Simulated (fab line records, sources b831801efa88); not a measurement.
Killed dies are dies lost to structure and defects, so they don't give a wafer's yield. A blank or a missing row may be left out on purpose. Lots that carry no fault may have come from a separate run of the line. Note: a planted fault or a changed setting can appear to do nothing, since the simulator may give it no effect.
Which tool did it? -- flow sky130 -- 18 wafers from 6 lots sampled at 2 of the route's 708 steps

== WHAT THE GAUGES SHOWED, per wafer ==
SKY_CAP2M_RS_MEAS_03: measures by four-point-probe.
lot,measured,on,CAP2M_TIN_RS (ohm/sq)
L451,day 39 20:44,film metro-01,7.02 6.93 6.98
L454,day 40 20:37,film metro-01,6.98 7.02 7.06
L456,day 41 10:32,film metro-03,6.84 7.00 6.81
L459,day 42 06:31,film metro-03,7.00 7.14 6.96
L467,day 44 09:40,film metro-01,7.11 8.02 6.97
L472,day 45 17:19,film metro-03,6.79 6.99 6.84

== TOOL THAT RAN EACH LOT (tool first, then ch and the chambers of the sampled wafers, then the start) ==
lot,SKY_CAP2M_SPUTTER_02
L451,"pvd sputter-02, day 39 20:37"
L454,"pvd sputter-03, day 40 20:30"
L456,"pvd sputter-02, day 41 10:24"
L459,"pvd sputter-02, day 42 06:24"
L467,"pvd sputter-03, day 44 09:31"
L472,"pvd sputter-01, day 45 17:11"
- SKY_CAP2M_SPUTTER_02: material TiN, target thk 200 nm, time 166.7 s.

== THE ANSWER, worked out from the rows above alone ==
Rule: the usual values come from the lots themselves. The widest of any qualifying gaps counts: lots, ordered by their means at a reading, are off when they make up no more than a third of the lots, leave a main group of 4 or more, and stand apart from it by 3 or more times the standard deviation of that group's means. Not used: any main group whose means are identical at the precision the tables above print for the reading. Also off: a lot with no number at a reading for which 4 or more lots have one. The other lots that the step has rows for count as sound.
Off: at SKY_CAP2M_RS_MEAS_03 (CAP2M_TIN_RS), L467. For the main group the mean is 6.96 ohm/sq and the standard deviation 0.067.
If a tool, at a process step before that reading, ran all the lots that are off and no sound lot after the first of them, it fits. Those tools and the gauges at SKY_CAP2M_RS_MEAS_03 are tried in the same way. Can't be told from this: 2 tools fit, pvd sputter-03 at SKY_CAP2M_SPUTTER_02, film metro-01 at SKY_CAP2M_RS_MEAS_03.

== WHAT THE SIMULATOR HAD INSERTED ==
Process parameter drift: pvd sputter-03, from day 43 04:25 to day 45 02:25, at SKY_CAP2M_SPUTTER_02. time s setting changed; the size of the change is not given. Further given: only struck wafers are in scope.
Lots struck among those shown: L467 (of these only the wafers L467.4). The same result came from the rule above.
